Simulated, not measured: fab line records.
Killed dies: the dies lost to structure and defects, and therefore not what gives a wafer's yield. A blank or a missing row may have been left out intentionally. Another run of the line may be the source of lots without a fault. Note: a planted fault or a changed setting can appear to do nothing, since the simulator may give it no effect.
fab line records	flow sky130
record: lots: 5	wafers: 15	last-day: 50
route steps=708 shown VIA4@650 METAL5@661 PAD_OPEN@708
lots that met no fault: from a run of the same line without faults
start-h: hours from the record's first day to the start of the lot's first wafer shown	wait-h: hours from the lot's prior step to this one	" as in the row above	L1.1+2: a single row standing in for several wafers	- no value, or no start was given	* or withheld: withheld	< > ~ a bound
route shown NAME@n: NAME is a module with steps in the file, n the number in the route of the first one	usual: the fault-free wafers' mean and standard deviation	same: alike in all rows	chamber/n: place in a boat	sites: readings site by site	_std_site: the standard deviation of these	_edge_site: mean of outer sites minus mean of inner sites	radius-mm: for every site, how far away it sits from the centre of the wafer	mask NAME#n: copy n	behind: tool/chamber where the wafer was last shaped	hold: why the lot went on hold/how many hours it stayed there/how the hold came to an end	device: the transistor (n, p or np) that didn't switch	end of line: at the end of the route, the tests of the same wafers	where a step has no rows: the recipe by itself	killed: dies that structure and defects cost at the first sort, which is not the same as the wafer's yield	map: a wafer's dies, marking killed ones x, the rest . and places with no die _
set.NAME: setting as actually run; set.NAME@STEP: the setting as run at that earlier step	model.NAME: the simulator's own value behind a step, which no gauge read
lots seen at some steps along the route; tables by step, rows by wafer
services: from which hour (start-h, from the record's first day; less than 0 if before it) a tool's chamber was out of use, for how many hours, and why
== steps ==
step: SKY_VIA4_OVL_MEAS_11
usual: VIA4_OVL: 0.1/1.1
lot.wafer	tool	chamber	start-h	wait-h	VIA4_OVL[nm]
L551.3	overlay-02	-	1016.96	0.1	1.1
L551.4	"	-	"	"	0.3
L551.6	"	-	"	"	-1.6
L558.2	overlay-02	-	1047.55	0.1	0.2
L558.4	"	-	"	"	1.0
L558.5	"	-	"	"	0.8
L566.1	overlay-02	-	1125.63	0.1	1.1
L566.4	"	-	"	"	1.2
L566.5	"	-	"	"	-0.3
L569.2	overlay-02	-	1127.97	0.1	0.9
L569.4	"	-	"	"	-0.7
L569.5	"	-	"	"	-0.7
L573.2	overlay-01	-	1133.50	0.1	0.2
L573.3	"	-	"	"	1.3
L573.5	"	-	"	"	0.3
step: SKY_VIA4_ETCH_12
recipe: target: SiO2	chemistry: C4F8/O2/Ar	stop-on: TiN	mask-material: NOVOLAK	source-w: 1500	bias-w: 1200	pressure-mtorr: 40	c4f8-flow-sccm: withheld	O2_flow_sccm: 6	Ar_flow_sccm: 300	time-s: withheld	target-depth-a: 5800
usual: oes-product-au: 0.925/0.0045
lot.wafer	tool	chamber	start-h	wait-h	oes-product-au
L551.3	rie-diel-02	3	1016.98	0.0	0.919
L551.4	"	0	"	"	0.928
L551.6	"	3	"	"	0.922
L558.2	rie-diel-04	3	1047.58	0.0	0.925
L558.4	"	2	"	"	0.920
L558.5	"	1	"	"	0.923
L566.1	rie-diel-04	1	1125.66	0.0	0.923
L566.4	"	0	"	"	0.921
L566.5	"	1	"	"	0.935
L569.2	rie-diel-02	1	1128.00	0.0	0.923
L569.4	"	3	"	"	0.928
L569.5	"	1	"	"	0.928
L573.2	rie-diel-01	1	1133.53	0.0	0.929
L573.3	"	0	"	"	0.914
L573.5	"	0	"	"	0.927
step: SKY_VIA4_STRIP_13
recipe: chemistry: O2/N2	power-w: 1400	pressure-mtorr: 1500	platen-temp-c: withheld	o2-flow-sccm: 3000	n2-flow-sccm: 300	overash-fraction: 0.5
usual: drypump-motor-current-A: 5.57/0.29	oes-product-au: 0.709/0.0043	strip-time-to-endpoint-s: 12.807/0.025
lot.wafer	tool	chamber	start-h	wait-h	drypump-motor-current-A	oes-product-au	rf-hours-counter-h	strip-time-to-endpoint-s
L551.3	plasma-asher-03	1	1017.09	-	5.45	0.707	-	12.824
L551.4	"	0	"	"	5.19	0.715	-	12.824
L551.6	"	1	"	"	5.45	0.708	-	12.831
L558.2	plasma-asher-02	0	1047.65	-	5.96	0.706	31	12.812
L558.4	"	1	"	"	5.84	0.702	-	12.795
L558.5	"	1	"	"	5.87	0.717	-	12.810
L566.1	plasma-asher-02	1	1125.73	-	5.84	0.711	38	12.768
L566.4	"	1	"	"	5.85	0.710	-	12.769
L566.5	"	1	"	"	5.83	0.703	-	12.789
L569.2	plasma-asher-04	0	1128.07	-	5.46	0.711	65	12.816
L569.4	"	1	"	"	5.70	0.711	-	12.801
L569.5	"	0	"	"	5.45	0.707	-	12.841
L573.2	plasma-asher-03	1	1133.60	-	5.43	0.705	103	12.811
L573.3	"	0	"	"	5.20	0.708	-	12.810
L573.5	"	1	"	"	5.44	0.707	-	12.808
step: SKY_VIA4_STRIP_14
recipe: chemistry: post-etch-residue-remover	time-s: 1200	temp-c: 72.5
step: SKY_VIA4_CLEAN_15
recipe: chemistry: IPA	time-s: 180	temp-c: 25
step: SKY_VIA4_CLEAN_16
recipe: chemistry: O3/DIW	dry: n2-spin
step: SKY_VIA4_SPUTTER_17
recipe: material: TiN	target-thk-nm: 20	chamber-pressure-pa: 5	power-w: 4000	time-s: 80
step: SKY_VIA4_CVD_18
recipe: material: W	target-thk-nm: 505	time-s: 152.14	temp-c: 400	pressure-torr: 41
usual: chamber-pressure-Torr: 41.00/0.091	heater-power-w: 842/51
lot.wafer	tool	chamber	start-h	wait-h	chamber-pressure-Torr	heater-power-w
L551.3	cvd-w-01	0	1017.76	0.1	41.09	866
L551.4	"	1	"	"	41.08	739
L551.6	"	0	"	"	40.93	860
L558.2	cvd-w-02	0	1048.34	0.0	41.03	906
L558.4	"	1	"	"	41.11	845
L558.5	"	1	"	"	41.21	869
L566.1	cvd-w-01	1	1126.44	0.0	40.88	771
L566.4	"	1	"	"	41.05	749
L566.5	"	0	"	"	40.81	887
L569.2	cvd-w-01	1	1128.78	0.0	40.74	762
L569.4	"	1	"	"	40.93	756
L569.5	"	1	"	"	40.91	766
L573.2	cvd-w-01	0	1134.26	0.0	41.20	868
L573.3	"	0	"	"	40.98	864
L573.5	"	1	"	"	40.96	780
step: SKY_VIA4_RS_MEAS_19
recipe: thk-meas-gauge: four-point-probe	reads: W_of_VIA4_CVD_18+TiN_of_VIA4_SPUTTER_17
usual: VIA4_W_RS: 0.2256/0.0019
lot.wafer	tool	chamber	start-h	wait-h	VIA4_W_RS[ohm/sq]
L551.3	film-metro-02	-	1017.90	0.1	0.2253
L551.4	"	-	"	"	0.2267
L551.6	"	-	"	"	0.2267
L558.2	film-metro-04	-	1048.51	0.1	0.2277
L558.4	"	-	"	"	0.2272
L558.5	"	-	"	"	0.2268
L566.1	film-metro-02	-	1126.59	0.1	0.2226
L566.4	"	-	"	"	0.2217
L566.5	"	-	"	"	0.2258
L569.2	film-metro-02	-	1128.95	0.1	0.2228
L569.4	"	-	"	"	0.2235
L569.5	"	-	"	"	0.2207
L573.2	film-metro-04	-	1134.43	0.1	0.2239
L573.3	"	-	"	"	0.2260
L573.5	"	-	"	"	0.2272
step: SKY_VIA4_THK_MEAS_20
recipe: thk-meas-gauge: xrf	reads: W_of_VIA4_CVD_18
usual: VIA4_W_THK: 514/5.8
lot.wafer	tool	chamber	start-h	wait-h	VIA4_W_THK[nm]
L551.3	film-metro-02	-	1018.00	0.1	508
L551.4	"	-	"	"	506
L551.6	"	-	"	"	503
L558.2	film-metro-04	-	1048.62	0.1	515
L558.4	"	-	"	"	519
L558.5	"	-	"	"	516
L566.1	film-metro-02	-	1126.71	0.1	513
L566.4	"	-	"	"	515
L566.5	"	-	"	"	509
L569.2	film-metro-02	-	1129.06	0.1	519
L569.4	"	-	"	"	515
L569.5	"	-	"	"	526
L573.2	film-metro-04	-	1134.54	0.1	520
L573.3	"	-	"	"	516
L573.5	"	-	"	"	510
step: SKY_VIA4_CMP_21
recipe: stop-on: SiO2	t-overpolish-s: 25	down-force-psi: 3.5	platen-rpm: 60	target-thk-nm: 0	pad-velocity-m-s: 0.94248
usual: motor-current-A: 11.5/1.2	overpolish-run-s: 25.000/0.0089	time-to-endpoint-s: 124/4.2
lot.wafer	tool	chamber	start-h	wait-h	motor-current-A	overpolish-run-s	time-to-endpoint-s
L551.4	cmp-02	0	1018.09	0.1	11.1	24.969	119
L551.3	"	1	"	"	11.5	24.990	117
L551.6	"	0	"	"	10.7	25.003	122
L558.4	cmp-01	2	1048.67	0.0	9.9	24.997	118
L558.2	"	0	"	"	12.3	24.991	120
L558.5	"	2	"	"	9.6	25.008	119
L566.1	cmp-01	1	1126.86	0.1	11.6	24.987	132
L566.4	"	3	"	"	10.8	24.994	133
L566.5	"	1	"	"	11.0	24.988	132
L569.2	cmp-02	3	1129.51	0.4	13.8	25.005	119
L569.4	"	0	"	"	10.1	25.008	122
L569.5	"	3	"	"	13.8	25.002	122
L573.3	cmp-01	3	1134.69	0.1	10.8	24.993	123
L573.2	"	0	"	"	13.0	24.997	130
L573.5	"	1	"	"	11.0	25.008	126
step: SKY_METAL5_SPUTTER_00
recipe: material: Ti	target-thk-nm: 15	power-w: 3000	time-s: 10	chamber-pressure-pa: 0.4
step: SKY_METAL5_SPUTTER_01
recipe: material: TiN	target-thk-nm: 20	power-w: 6500	time-s: 16.7	chamber-pressure-pa: 0.4
usual: throttle-valve-pct: 30.3/1
lot.wafer	tool	chamber	start-h	wait-h	throttle-valve-pct	model.TiN_of_METAL5_SPUTTER_01.thk-nm
L551.3	pvd-sputter-03	-	1018.36	0.0	29.6	19.86
L551.4	"	-	"	"	28.8	19.91
L551.6	"	-	"	"	31.8	20.01
L558.2	pvd-sputter-03	-	1049.00	0.0	28.8	20.01
L558.4	"	-	"	"	30.0	21.37
L558.5	"	-	"	"	32.1	19.9
L566.1	pvd-sputter-01	-	1127.13	0.0	31.3	20.05
L566.4	"	-	"	"	30.1	19.94
L566.5	"	-	"	"	28.9	19.91
L569.2	pvd-sputter-01	-	1129.83	0.0	29.9	19.91
L569.4	"	-	"	"	31.5	19.72
L569.5	"	-	"	"	30.2	19.97
L573.2	pvd-sputter-02	-	1134.92	0.0	31.0	20.27
L573.3	"	-	"	"	31.1	19.95
L573.5	"	-	"	"	29.6	19.96
step: SKY_METAL5_SPUTTER_02
recipe: material: AlCu	target-thk-nm: 1150	power-w: 10600	time-s: 61.2	chamber-pressure-pa: 0.4
usual: throttle-valve-pct: 30.3/1
lot.wafer	tool	chamber	start-h	wait-h	throttle-valve-pct
L551.3	pvd-sputter-03	-	1018.39	0.0	29.8
L551.4	"	-	"	"	29.3
L551.6	"	-	"	"	31.9
L558.2	pvd-sputter-03	-	1049.02	0.0	29.0
L558.4	"	-	"	"	29.8
L558.5	"	-	"	"	32.0
L566.1	pvd-sputter-01	-	1127.16	0.0	31.1
L566.4	"	-	"	"	30.2
L566.5	"	-	"	"	29.2
L569.2	pvd-sputter-01	-	1129.86	0.0	30.2
L569.4	"	-	"	"	31.4
L569.5	"	-	"	"	29.9
L573.2	pvd-sputter-02	-	1134.94	0.0	31.1
L573.3	"	-	"	"	31.5
L573.5	"	-	"	"	29.8
step: SKY_PAD_OPEN_PROBE_99
usual: defect-limited-yield: 82.3/2	killed_at_M0_to_M3: 44/7.9	killed_at_M4_up: 3.1/1.9	killed-at-contacts: 24/4.6	killed-at-front-end: 16/4.9	killed-at-other: 0.3/0.6	killed-dies: 87/9.7	killed-open: 48/7.2	killed-short: 39/5.6	sort_bin_3_pad_short: 0.8/0.47	sort_bin_5_function: 10.4/1.5	sort_bin_6_memory: 6.5/1.1	sort-n-pass: 405/9.7	sort-yield-pct: 82.3/2
same: gross-dies: 492	killed-at-back-side: 0	sort_bin_4_leakage[%]: 0	sort_bin_8_speed[%]: 0
lot.wafer	tool	chamber	start-h	wait-h	defect-limited-yield[%]	killed_at_M0_to_M3	killed_at_M4_up	killed-at-contacts	killed-at-front-end	killed-at-other	killed-dies	killed-open	killed-short	sort_bin_3_pad_short[%]	sort_bin_5_function[%]	sort_bin_6_memory[%]	sort-n-pass	sort-yield-pct[%]
L558.2	prober-01	-	1116.68	0.1	85.2	39	1	23	10	0	73	38	35	1.6	7.7	5.5	419	85.2
L558.4	prober-01	-	1116.78	0.2	83.7	41	3	29	7	0	80	39	41	0.8	10.2	5.3	412	83.7
L558.5	prober-01	-	1116.83	0.2	80.5	55	1	27	13	0	96	62	34	0	12.8	6.7	396	80.5
L566.1	prober-02	-	1185.79	0.1	83.5	49	2	19	11	0	81	45	36	0.4	10.8	5.3	411	83.5
L566.4	prober-02	-	1185.94	0.2	80.7	57	5	24	9	0	95	51	44	0.8	10.4	8.1	397	80.7
L566.5	prober-02	-	1185.99	0.2	80.5	54	3	29	10	0	96	51	45	0.8	10.6	8.1	396	80.5
killed by level:class
L558.2 CONTACT:geometric-particle:open=10 VIA1:geometric-particle:open=7 VIA3:geometric-particle:open=7 LOCAL_INTERCONNECT:geometric-particle:short=5 CONTACT:geometric-particle:short=5 VIA1:geometric-particle:short=4 VIA2:geometric-particle:open=4 FIELD_ISO:geometric-particle:short=3
L558.4 CONTACT:geometric-particle:open=10 VIA2:geometric-particle:open=8 LOCAL_INTERCONNECT:geometric-particle:short=7 VIA3:geometric-particle:open=7 LI_CONTACT:geometric-particle:open=6 METAL1:geometric-particle:short=5 METAL2:geometric-particle:short=5 CONTACT:geometric-particle:short=4
L558.5 CONTACT:geometric-particle:open=14 VIA2:geometric-particle:open=12 VIA1:geometric-particle:open=9 VIA3:geometric-particle:open=8 METAL1:geometric-particle:short=8 POLY_GATE:geometric-particle:open=5 LI_CONTACT:geometric-particle:open=5 CONTACT:geometric-particle:short=4
L566.1 VIA1:geometric-particle:open=10 VIA3:geometric-particle:open=7 VIA2:geometric-particle:open=7 METAL2:geometric-particle:short=7 POLY_GATE:geometric-particle:short=5 LI_CONTACT:geometric-particle:open=5 CONTACT:geometric-particle:open=5 VIA2:geometric-particle:short=5
L566.4 VIA1:geometric-particle:short=11 METAL2:geometric-particle:short=9 CONTACT:geometric-particle:open=8 VIA2:geometric-particle:open=8 VIA3:geometric-particle:open=7 VIA1:geometric-particle:open=6 LI_CONTACT:geometric-particle:open=5 METAL1:geometric-particle:open=5
L566.5 VIA1:geometric-particle:open=10 LI_CONTACT:geometric-particle:open=9 LOCAL_INTERCONNECT:geometric-particle:short=8 VIA2:geometric-particle:open=8 VIA3:geometric-particle:open=8 CONTACT:geometric-particle:open=7 METAL1:geometric-particle:short=7 VIA1:geometric-particle:short=7
== services ==
tool	chamber	start-h	hours	kind
cmp-02	-	1005.13	1.1	repair
plasma-asher-04	-	1025.55	13.9	repair
rie-diel-04	-	1037.52	0.7	repair
cmp-01	-	1039.67	0.7	repair
rie-diel-01	0	1042.22	3.5	repair
rie-diel-01	-	1044.35	29.9	repair
pvd-sputter-03	-	1045.62	1.6	repair
pvd-sputter-03	3	1049.14	-	consumable-replace:kit
rie-diel-01	3	1054.24	16.8	repair
rie-diel-04	1	1056.32	9.9	repair
cmp-02	-	1061.47	2.2	repair
rie-diel-01	1	1070.80	8.2	repair
cmp-02	-	1084.18	4.0	pm
plasma-asher-03	-	1090.25	0.9	repair
rie-diel-04	-	1094.84	5.3	repair
cvd-w-01	1	1095.60	3.5	repair
cmp-01	-	1101.58	1.4	repair
rie-diel-02	3	1108.74	1.2	repair
pvd-sputter-03	-	1111.23	78.8	repair
pvd-sputter-01	-	1114.00	3.4	repair
plasma-asher-03	-	1116.47	1.1	repair
cmp-01	-	1129.15	0.5	repair
cvd-w-02	-	1130.23	1.8	repair
plasma-asher-03	-	1134.34	1.0	repair
== key ==
first-sign none at tools or gauges
model-effect: step: SKY_METAL5_SPUTTER_01	value: TiN_of_METAL5_SPUTTER_01.thk-nm	without: 19.95	struck: 21.37
met-at SKY_METAL5_SPUTTER_01
struck-wafers L558.4
onset-between 1018.36 1049.00
fault: kind: process-parameter-drift	tool: pvd-sputter-03	chamber: -	onset-h: 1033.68	steps: SKY_METAL5_SPUTTER_01	channel: time-s	offset: *	shape: step	end-h: 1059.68	acts-in: *	stated: *	scope: struck-wafers-only
